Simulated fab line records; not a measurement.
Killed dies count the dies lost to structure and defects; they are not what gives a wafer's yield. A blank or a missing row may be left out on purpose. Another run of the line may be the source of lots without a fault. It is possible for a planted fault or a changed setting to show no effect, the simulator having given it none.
Chamber matching	flow gf180mcu	GF_V3_CMP_04 on cmp-01 has 4 sister chambers
The step polishes SiO2. 18 wafers are shown with their chamber, then 8 later ones without.

== EACH WAFER AND ITS CHAMBER ==
wafer	chamber	motorCurrentA (A)	timeToEndpointS (s)
L526.1	3	14.6	79
L526.2	0	11.7	75
L526.6	1	12.5	81
L527.1	2	14.5	77
L527.4	3	14.1	76
L527.6	3	14.5	73
L530.4	2	14.8	80
L530.5	3	14.2	87
L530.6	2	14.3	81
L531.2	3	14.5	73
L531.5	3	14.8	84
L531.6	0	12.2	71
L532.1	3	13.8	79
L532.4	0	12.9	77
L540.3	1	12.8	76
L540.4	3	14.3	87
L540.5	3	14.3	83
L544.1	1	12.2	83

SIGNATURES (means of the wafers above)
reading	chamber 0	chamber 1	chamber 2	chamber 3	scatter within a chamber
motorCurrentA	12.267	12.500	14.533	14.344	0.352
timeToEndpointS	74.33	80.00	79.33	80.11	4.57
Rule: for a wafer and a chamber, the distance is found by dividing, reading by reading, the gap between the wafer's reading and the chamber's mean by the reading's scatter, squaring, summing and taking the root. If the next closest chamber is less than 2 further off than the closest, the wafer can't be placed; otherwise it belongs to the closest. The scatter: the root of (the sum of the squares of (reading less its chamber's mean) over the shown wafers, divided by (wafers less chambers)).

== WAFERS WITH NO CHAMBER GIVEN ==
wafer	motorCurrentA (A)	timeToEndpointS (s)
L544.3	12.2	70
L544.6	12.4	82
L546.1	12.1	77
L546.2	14.3	85
L546.4	14.7	79
L548.3	12.4	93
L548.5	14.8	100
L548.6	14.0	100

== CHAMBER TAKEN BY EACH ==
wafer	from the rows above	in truth
L544.3	can't be placed: 0 or 1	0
L544.6	can't be placed: 1 or 0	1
L546.1	can't be placed: 0 or 1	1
L546.2	can't be placed: 3 or 2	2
L546.4	can't be placed: 2 or 3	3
L548.3	can't be placed: 1 or 0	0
L548.5	can't be placed: 3 or 2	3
L548.6	can't be placed: 3 or 2 or 1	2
0 of 8 placed correctly. Not placeable from these rows: 8 (in 8, the candidates include the true chamber). Placed wrongly: 0.
